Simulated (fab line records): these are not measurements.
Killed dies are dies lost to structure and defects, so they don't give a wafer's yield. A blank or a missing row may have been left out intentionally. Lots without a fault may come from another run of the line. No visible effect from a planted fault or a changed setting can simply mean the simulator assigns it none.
Matching of chambers ; flow gf180mcu ; GF_SAB_ETCH_11 on rie-diel-02 has 4 sister chambers
The step etches SiO2 in C4F8/O2/Ar, target depth 55 nm, time 8.5 s. 8 wafers are shown with their chamber, then 8 later ones without.

WAFERS PAIRED WITH THEIR CHAMBERS
wafer;chamber;oes-product-au (a.u.);chamber-pressure-mTorr (mTorr)
L115.1;1;1.015;40.00
L117.1;0;0.993;39.94
L117.4;3;0.995;40.05
L117.5;2;1.008;39.96
L118.1;3;0.995;39.94
L118.4;1;1.013;39.95
L118.5;0;1.000;39.93
L119.1;2;1.008;39.99

WAFERS WITH NO CHAMBER GIVEN
wafer;oes-product-au (a.u.);chamber-pressure-mTorr (mTorr)
L119.2;0.997;40.05
L119.4;0.991;39.99
L121.3;1.011;39.89
L121.4;0.991;40.03
L121.5;0.984;39.97
L129.1;0.997;40.01
L129.4;1.002;40.07
L129.6;1.008;40.05

WHICH CHAMBER EACH ONE RAN IN
wafer;from the rows above;in truth
L119.2;can't be placed: 3 or 0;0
L119.4;can't be placed: 3 or 0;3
L121.3;can't be placed: 1 or 2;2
L121.4;can't be placed: 3 or 0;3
L121.5;can't be placed: 3 or 0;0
L129.1;can't be placed: 3 or 0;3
L129.4;can't be placed: 2 or 3 or 0 or 1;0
L129.6;can't be placed: 2 or 1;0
Correct placement for 0 of the 8. Cannot be placed on the basis of these rows: 8; the candidates contain the true chamber in 7. Wrongly placed: 0.
How it was worked out, from the rows above alone: a wafer's distance from a chamber is the root of the sum, over the readings, of the square of ((its reading less the chamber's mean) divided by the reading's scatter). If the next closest chamber is less than 2 further off than the closest, the wafer can't be placed; otherwise it belongs to the closest. Each chamber's mean is taken over the wafers shown for it. The scatter is the square root of a quotient: the sum, over the shown wafers, of each reading's squared deviation from its chamber's mean, divided by wafers minus chambers.
